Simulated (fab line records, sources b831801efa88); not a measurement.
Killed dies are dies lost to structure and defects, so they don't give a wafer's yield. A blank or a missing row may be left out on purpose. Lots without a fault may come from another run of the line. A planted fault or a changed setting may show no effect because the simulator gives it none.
Chamber matching | flow sky130 | SKY_CONTACT_CMP_27 on cmp-02: 4 sister chambers
The step polishes, stops on SiO2, t overpolish 15 s, target thk 0 nm. 4 wafers are shown with their chamber, then 11 later ones without.

WAFERS WITH THEIR CHAMBER
wafer  | chamber | motor_current_A (A)
L093.2 | 2       | 14.3
L085.4 | 3       | 8.3
L085.6 | 0       | 9.9
L091.4 | 1       | 10.1

WAFERS WITHOUT THEIR CHAMBER
wafer  | motor_current_A (A)
L091.5 | 10.5
L091.6 | 10.0
L094.2 | 10.3
L094.3 | 13.4
L094.5 | 9.7
L096.2 | 8.6
L096.4 | 10.5
L096.5 | 10.0
L092.3 | 9.7
L092.4 | 9.0
L092.5 | 9.7

WHICH CHAMBER EACH WENT THROUGH
wafer  | from the rows above          | in truth
L091.5 | can't be placed: 1 or 0      | 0
L091.6 | can't be placed: 0 or 1      | 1
L094.2 | can't be placed: 1 or 0      | 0
L094.3 | 2                            | 2
L094.5 | can't be placed: 0 or 1      | 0
L096.2 | 3                            | 3
L096.4 | can't be placed: 1 or 0      | 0
L096.5 | can't be placed: 0 or 1      | 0
L092.3 | can't be placed: 0 or 1      | 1
L092.4 | can't be placed: 3 or 0 or 1 | 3
L092.5 | can't be placed: 0 or 1      | 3
Placed correctly: 2 of 11. Can't be placed from these rows: 9 (the true chamber is among the candidates in 8). Placed wrongly: 0.
How it was worked out, from the rows above alone: a wafer's distance from a chamber is the root of the sum, over the readings, of the square of ((its reading less the chamber's mean) divided by the reading's scatter). The wafer belongs to the nearest chamber; if the next one is less than 2 further off, it can't be placed. A chamber's mean is the mean of its shown wafers. The scatter: with one shown wafer a chamber, the root of the mean of the squares of how far each hidden wafer lies from its nearest shown one.
